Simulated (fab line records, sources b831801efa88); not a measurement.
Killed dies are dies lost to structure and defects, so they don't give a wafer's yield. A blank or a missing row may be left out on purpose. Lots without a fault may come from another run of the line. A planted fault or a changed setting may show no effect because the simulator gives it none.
Which tool did it? | flow sky130 | 12 lots, 36 wafers sampled, at 2 steps of a route of 708

WHAT THE GAUGES READ, wafer by wafer
SKY_LI_CONTACT_RS_MEAS_22: measures by four-point-probe.
lot  | measured     | on            | LI_CONTACT_W_RS (ohm/sq)
L367 | day 28 17:21 | film_metro-04 | 0.281 0.288 0.288
L368 | day 29 06:56 | film_metro-01 | 0.288 0.285 0.288
L369 | day 29 12:02 | film_metro-01 | 0.287 0.286 0.282
L370 | day 29 13:53 | film_metro-01 | 0.291 0.279 0.289
L371 | day 30 03:10 | film_metro-01 | 0.280 0.285 0.287
L374 | day 31 17:44 | film_metro-04 | 0.284 0.288 0.291
L375 | day 31 21:21 | film_metro-02 | 0.278 0.277 0.286
L376 | day 32 02:24 | film_metro-01 | 0.275 0.278 0.275
L384 | day 34 14:16 | film_metro-02 | 0.283 0.285 0.284
L387 | day 35 13:17 | film_metro-04 | 0.289 0.286 0.288
L389 | day 36 02:15 | film_metro-04 | 0.284 0.285 0.283
L390 | day 36 11:34 | film_metro-04 | 0.282 0.282 0.279

SKY_LOCAL_INTERCONNECT_THK_MEAS_02: measures by xrf.
lot  | measured     | on            | LOCAL_INTERCONNECT_TIN_THK (nm)
L367 | day 28 18:01 | film_metro-01 | 99.6 99.1 99.6
L368 | day 29 07:40 | film_metro-04 | 98.4 98.7 100.1
L369 | day 29 12:41 | film_metro-01 | 99.8 99.8 99.3
L370 | day 29 14:32 | film_metro-03 | 100.6 100.1 99.5
L371 | day 30 03:47 | film_metro-03 | 98.3 97.0 96.8
L374 | day 31 18:24 | film_metro-01 | 100.3 100.6 100.7
L375 | day 31 22:00 | film_metro-01 | 98.3 98.5 98.0
L376 | day 32 03:03 | film_metro-03 | 97.9 98.1 97.2
L384 | day 34 14:55 | film_metro-03 | 99.2 97.6 97.5
L387 | day 35 13:57 | film_metro-04 | 100.1 100.7 99.7
L389 | day 36 02:55 | film_metro-03 | 100.6 100.1 101.0
L390 | day 36 12:13 | film_metro-03 | 100.8 100.7 101.2

WHICH TOOL RAN EACH LOT (tool, then ch and the chambers of the sampled wafers, then the start)
The record holds no process step before these readings.

WHAT THE TOOLS THEMSELVES READ (means of the sampled wafers that have a number; where no wafer has one, the mark that the record gives instead)
The record holds no such reading with a usual standard deviation.

THE ANSWER, worked out from the rows above alone
Rule: what is usual is taken from the lots themselves. Put in order of their means at a reading, lots are off if they are a third of the lots or fewer, leave a main group of 4 or more, and stand apart from it by a gap of 3 or more times the standard deviation of the main group's means; of several such gaps the widest counts. A main group whose means are all the same, to the digits that the tables above print for the reading, isn't used. A lot without any number at a reading at which 4 lots or more have one is off too. The other lots that the step has rows for count as sound. The gauges are gone through in route order, then the tools' own readings, and for those a lot's mean is taken as printed above. The first step at which some lot is off is used, and at that step the reading that is off furthest; a lot without a number counts as furthest.
No lot is off at any reading shown: from this, nothing can be told.

WHAT THE SIMULATOR HAD PUT IN
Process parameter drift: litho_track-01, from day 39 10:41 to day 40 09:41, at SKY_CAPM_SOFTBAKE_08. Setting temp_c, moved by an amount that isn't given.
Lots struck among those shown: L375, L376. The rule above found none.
